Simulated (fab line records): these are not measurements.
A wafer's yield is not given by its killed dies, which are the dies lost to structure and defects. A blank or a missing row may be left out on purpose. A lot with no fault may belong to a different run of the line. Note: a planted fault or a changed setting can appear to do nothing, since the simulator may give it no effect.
2 desks, one fault | flow gf180mcu | each desk has only its own numbers; what lay behind them comes last

== AT THE METROLOGY DESK ==
Means of the sampled wafers that have a number, per lot and without regard to the tool the lot ran on: this is what the gauges read. The brackets show how far a lot's mean lies from the usual mean; more than 4 standard deviations puts the lot out of limits, marked OUT.
Columns: A = VT_IMPLANT_03_OVL at GF_VT_IMPLANT_OVL_MEAS_40, usual -0.4 nm
lot  | first seen here | A
L825 | day 7 21:32     | 0.0
L826 | day 8 00:37     | -1.3
L827 | day 8 09:13     | -1.1
L828 | day 8 15:49     | -1.6
L829 | day 8 23:57     | 2.3
L830 | day 9 02:49     | -1.9
L832 | day 9 20:07     | -1.6
L833 | day 10 04:26    | 0.5
L836 | day 10 22:24    | 0.5
L841 | day 12 09:03    | -3.6
L844 | day 13 00:34    | 1.0
L845 | day 14 00:55    | 0.3
L847 | day 14 05:12    | -1.0
Result from this desk: across the 13 lots, nothing is out of limits.

== THE TOOL OWNER'S DESK: wet-bench-03 ==
The tool's own readings at GF_STI_WET_ETCH_20 (etches SiO2 in dHF, target depth 20 nm, time 400 s): means of the sampled wafers that have a number, for each lot that ran on this tool. The brackets show how far a lot's mean lies from the usual mean; more than 4 standard deviations puts the lot out of limits, marked OUT.
Columns: A = temp-c at GF_STI_WET_ETCH_20, usual 25.00 C
lot  | first seen here | A
L825 | day 2 06:56     | 25.21
L830 | day 3 08:44     | 24.99
L836 | day 4 15:25     | 24.97
L841 | day 5 18:05     | 24.48 (-4.3) OUT
This desk's finding: out of limits on L841; first on L841, day 5 18:05 (temp-c at GF_STI_WET_ETCH_20). L825, L830, L836 stayed within limits.

== PUT TOGETHER ==
On L841, at day 5 18:05, an alarm was possible from the tool owner's desk.
Metrology desk: nothing out of limits seen.
The metrology desk has L841 on record, within its limits.
GF_STI_WET_ETCH_20 was run on wet-bench-03 by each of the lots named.

== WHAT THE SIMULATOR HAD PUT IN ==
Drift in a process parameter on wet-bench-03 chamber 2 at GF_STI_WET_ETCH_20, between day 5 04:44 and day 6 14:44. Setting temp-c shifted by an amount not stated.
Shown lots that were struck: L841.
How many hours passed from the start of the fault until each desk's first out-of-limits reading: the tool owner's desk, 13.
